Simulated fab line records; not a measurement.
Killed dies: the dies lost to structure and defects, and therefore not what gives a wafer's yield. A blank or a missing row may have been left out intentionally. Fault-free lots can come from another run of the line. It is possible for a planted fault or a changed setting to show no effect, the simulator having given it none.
Which of the tools did it? | flow sky130 | at 1 step of a route of 708, 7 lots with 21 wafers sampled

WHAT THE GAUGES READ, wafer by wafer
SKY_FIELD_ISO_THK_MEAS_04.
lot  | measured    | on            | FIELD_ISO_CVD_03_THK (nm)
L128 | day 2 00:48 | film metro-01 | 167.1 167.2 166.0
L130 | day 2 09:29 | film metro-02 | 163.2 163.4 165.6
L135 | day 3 10:29 | film metro-01 | 163.3 164.4 164.8
L137 | day 3 20:43 | film metro-02 | 163.6 164.4 164.0
L143 | day 5 02:43 | film metro-01 | 164.2 165.1 165.0
L145 | day 5 13:41 | film metro-01 | 166.3 167.1 165.4
L148 | day 6 04:00 | film metro-01 | 166.6 166.4 166.8

EACH LOT AND THE TOOL THAT RAN IT (in order: tool; ch and the chambers of the sampled wafers; start)
No process step before these readings appears in the record.

THE ANSWER, worked out from the rows above alone
Rule: the usual values come from the lots themselves. The widest of any qualifying gaps counts: lots, ordered by their means at a reading, are off when they make up no more than a third of the lots, leave a main group of 4 or more, and stand apart from it by 3 or more times the standard deviation of that group's means. A main group whose means are all the same, to the digits that the tables above print for the reading, isn't used. A lot without any number at a reading at which 4 lots or more have one is off too. The other lots that the step has rows for count as sound.
No lot is off at any reading shown: from this, nothing can be told.

WHAT WAS PUT IN BY THE SIMULATOR
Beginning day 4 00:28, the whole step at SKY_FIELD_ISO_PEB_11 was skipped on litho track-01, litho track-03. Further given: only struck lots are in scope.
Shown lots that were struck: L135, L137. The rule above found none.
